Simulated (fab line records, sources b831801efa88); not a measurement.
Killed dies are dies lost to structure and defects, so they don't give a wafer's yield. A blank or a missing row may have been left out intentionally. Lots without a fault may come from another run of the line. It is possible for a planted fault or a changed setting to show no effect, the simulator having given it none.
Matching of chambers :: flow gf180mcu :: cmp-01 running GF_STI_CMP_25: 3 sister chambers
The step polishes, stops on Si3N4, t overpolish 33 s, target thk 524.6 nm. 6 wafers are shown with their chamber, then 4 later ones without.

WAFERS PAIRED WITH THEIR CHAMBERS
wafer: L458.1
chamber: 0
motor current A (A): 10.8
time to endpoint s (s): 122

wafer: L460.2
chamber: 2
motor current A (A): 14.7
time to endpoint s (s): 127

wafer: L460.4
chamber: 1
motor current A (A): 12.7
time to endpoint s (s): 124

wafer: L466.2
chamber: 1
motor current A (A): 12.7
time to endpoint s (s): 117

wafer: L466.4
chamber: 0
motor current A (A): 10.0
time to endpoint s (s): 122

wafer: L466.5
chamber: 2
motor current A (A): 14.5
time to endpoint s (s): 122

WAFERS WITHOUT THEIR CHAMBER
wafer: L470.1
motor current A (A): 10.6
time to endpoint s (s): 116

wafer: L470.4
motor current A (A): 11.8
time to endpoint s (s): 111

wafer: L477.5
motor current A (A): 10.6
time to endpoint s (s): 116

wafer: L477.6
motor current A (A): 12.7
time to endpoint s (s): 112

WHICH CHAMBER EACH ONE RAN IN
wafer: L470.1
from the rows above: 0
in truth: 0

wafer: L470.4
from the rows above: can't be placed: 1 or 0
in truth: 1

wafer: L477.5
from the rows above: 0
in truth: 0

wafer: L477.6
from the rows above: 1
in truth: 1
Placed correctly: 3 of 4. Not placeable from these rows: 1 (in 1, the candidates include the true chamber). 0 placed wrongly.
How it was worked out, from the rows above alone: a wafer's distance from a chamber is the root of the sum, over the readings, of the square of ((its reading less the chamber's mean) divided by the reading's scatter). The wafer belongs to the nearest chamber; if the next one is less than 2 further off, it can't be placed. For every chamber, the mean is computed from those of its wafers that are shown. How the scatter is found: for the shown wafers, subtract from each reading the mean of its chamber, square and add these, divide the total by (wafers less chambers), then take the root.
